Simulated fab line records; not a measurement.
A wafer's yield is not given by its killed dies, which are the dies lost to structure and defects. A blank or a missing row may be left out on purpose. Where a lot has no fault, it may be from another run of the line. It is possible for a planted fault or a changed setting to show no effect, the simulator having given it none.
Code-filled problem report in 8D (eight disciplines) form | flow gf180mcu | the parts of the form that need people (team, actions taken, sign-off) are left out

== 1. PROBLEM STATEMENT ==
Wafers without a fault read 428 s, standard deviation 3.7; run_length_s at GF_VT_IMPLANT_WET_ETCH_50 reads a mean of 330 s on 6 wafers belonging to 2 lots. That is -26 standard deviations from the usual mean.
The step: etches SiO2 in dHF, target depth 20 nm, time 400 s.
First observed at day 10 23:04: wafer L308.1, on wet_bench-03. Wafers with a number at this step in the record: 42, from 14 lots. Rule for "out" (also "out of limits"): further than 4 standard deviations from the usual mean. The rest of the wafers with a number are treated as sound.

== 2. WHAT THIS IS AND IS NOT ==
question                    | is                     | is not
which readings at this step | run_length_s           | -
which lots                  | L308, L309             | L296, L297, L298, L299, L300, L302, L312, L313, L315, L317, L318, L319
which wafers of those lots  | all that have a number | -
read on which tools         | wet_bench-03           | wet_bench-01, wet_bench-02
when                        | from day 10 23:04      | up to then (18 sound wafers); but 18 sound wafers of L312, L313, L315, L317, L318, L319 came after

== 3. WHAT RULES OUT EACH SUSPECT ==
Counting: a tool at a process step up to the reading stays a suspect if it ran every lot that is out and no sound lot after the first of them.
- wet_bench-03 at GF_VT_IMPLANT_WET_ETCH_50 (etches SiO2 in dHF, target depth 20 nm, time 400 s): ruled out as a lasting fault. After its first lot that is out, L308 (day 10 23:04), sound lots L318 ran on it.
Left after counting: nothing in the record.

== 4. THE CAUSE (what the simulator had put in) ==
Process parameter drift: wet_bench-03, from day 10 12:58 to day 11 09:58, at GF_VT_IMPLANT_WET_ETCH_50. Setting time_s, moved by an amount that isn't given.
Counting ruled it out, wrongly.

== 5. THE CHAIN OF EFFECTS, in route order ==
One row per reading whose mean, taken over the struck wafers that have a number, lies over 3 standard deviations from the usual. Readings are gone through only where the record gives a usual standard deviation; hours: the median, over the lots, of the time from a lot's start at the first step in this table giving one to that lot's start at this step; sigmas: the change measured in usual standard deviations.
hours | step                      | reading      | usual | on struck wafers | change | sigmas
0     | GF_VT_IMPLANT_WET_ETCH_50 | run_length_s | 428 s | 330              | -98    | -26
Process steps it contains:
- GF_VT_IMPLANT_WET_ETCH_50: etches SiO2 in dHF, target depth 20 nm, time 400 s.
Later steps that measure or inspect, where all struck wafers having a row at the step show a number for every such reading and not one has moved that far: GF_PSD_OVL_MEAS_08.

== 6. HOW IT WOULD HAVE BEEN CAUGHT EARLIER ==
In this record the first reading out of limits was taken at day 10 23:04, 10 hours after the fault began at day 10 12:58.
